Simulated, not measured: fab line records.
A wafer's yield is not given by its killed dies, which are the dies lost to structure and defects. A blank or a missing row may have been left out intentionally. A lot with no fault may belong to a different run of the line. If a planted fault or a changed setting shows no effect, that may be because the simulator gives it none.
Problem report, 8D (eight disciplines) form, completed by code | flow gf180mcu | the parts of the form that need people (team, actions taken, sign-off) are left out

1. WHAT IS WRONG
Wafers free of any fault read 1571 (standard deviation 26) for NWELL_TW at GF_NWELL_TW_MEAS_11, against a mean of 1934 on 6 wafers of 2 lots. That puts it +14 standard deviations away from the usual mean.
Earliest sighting: wafer L592.1 on film-metro-01 at day 5 13:29. The record has a number at this step for 33 wafers belonging to 11 lots. Rule for "out", or "out of limits": more than 4 standard deviations from the usual mean. All remaining wafers that have a number are taken as sound.

2. WHAT THIS IS AND IS NOT
question                    | is                           | is not
which readings at this step | NWELL_TW                     | -
which lots                  | L592, L593                   | L582, L583, L584, L587, L590, L597, L599, L604, L605
which wafers of those lots  | all that have a number       | -
read on which gauges        | film-metro-01, film-metro-02 | film-metro-04
when                        | from day 5 13:29             | up to then (15 sound wafers); but 12 sound wafers of L597, L599, L604, L605 came after

3. THE SUSPECTS, EACH WITH WHAT RULES IT OUT
Counting: a tool at a process step up to the reading stays a suspect if it ran every lot that is out and no sound lot after the first of them.
- ruled out: the gauge at GF_NWELL_TW_MEAS_11. Those wafers that are out were read across 2 gauges (film-metro-01, film-metro-02).
- litho-track-04 at GF_DNWELL_COAT_02 (resist thk 3000 nm): kept. It processed each lot that is out, first L592 at day 4 15:50, and no sound lot thereafter; up to then, the last sound lot it processed was L587 at day 3 13:38.
- plasma-asher-02 at GF_DNWELL_STRIP_08 (strips in O2/N2): ruled out as a lasting fault. Following L592 (day 4 22:45), the first lot on it that is out, the sound lots L605 were run on it.
The count leaves litho-track-04 at GF_DNWELL_COAT_02.

4. THE CAUSE (what the simulator had put in)
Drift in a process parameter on litho-track-04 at GF_DNWELL_COAT_02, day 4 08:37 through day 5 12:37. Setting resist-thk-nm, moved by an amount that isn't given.
Only this tool survived the counting.

5. THE CHAIN OF EFFECTS, in route order
One row per reading whose mean, taken over the struck wafers that have a number, lies over 3 standard deviations from the usual. Readings are gone through only where the record gives a usual standard deviation; hours: the median, over the lots, of the time from a lot's start at the first step in this table giving one to that lot's start at this step; sigmas: the change measured in usual standard deviations.
hours | step                  | reading                  | usual   | on struck wafers | change | sigmas
0     | GF_DNWELL_STRIP_08    | strip-time-to-endpoint-s | 36.96 s | 16.77            | -20.19 | -99 or more
15    | GF_NWELL_TW_MEAS_11   | NWELL_TW                 | 1571    | 1934             | +363   | +14
30    | GF_LVPWELL_TW_MEAS_11 | LVPWELL_TW               | 554     | 1499             | +945   | +99 or more
45    | GF_MVSD_TW_MEAS_11    | MVSD_TW                  | 1574    | 1945             | +371   | +16
Process steps it contains:
- GF_DNWELL_STRIP_08: strips in O2/N2.
Later measuring or inspecting steps at which every struck wafer that the step has a row for has a number for every such reading, and none has moved that far: GF_VT_IMPLANT_OVL_MEAS_07, GF_VT_IMPLANT_RS_MEAS_48.

6. WHAT WOULD HAVE CAUGHT IT SOONER
The first out-of-limits reading at a measuring or inspecting step in this record came at day 5 13:29, 29 hours after the fault's start at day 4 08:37.
Tool readings at GF_DNWELL_COAT_02 with a usual standard deviation given in the record: none out on any struck wafer, hence no alarm at a limit of 4 standard deviations on them.
All the lots that are out (2) had begun GF_DNWELL_COAT_02 on litho-track-04 by day 5 13:29. Had the tool been put on hold then, not one of them would have been saved.
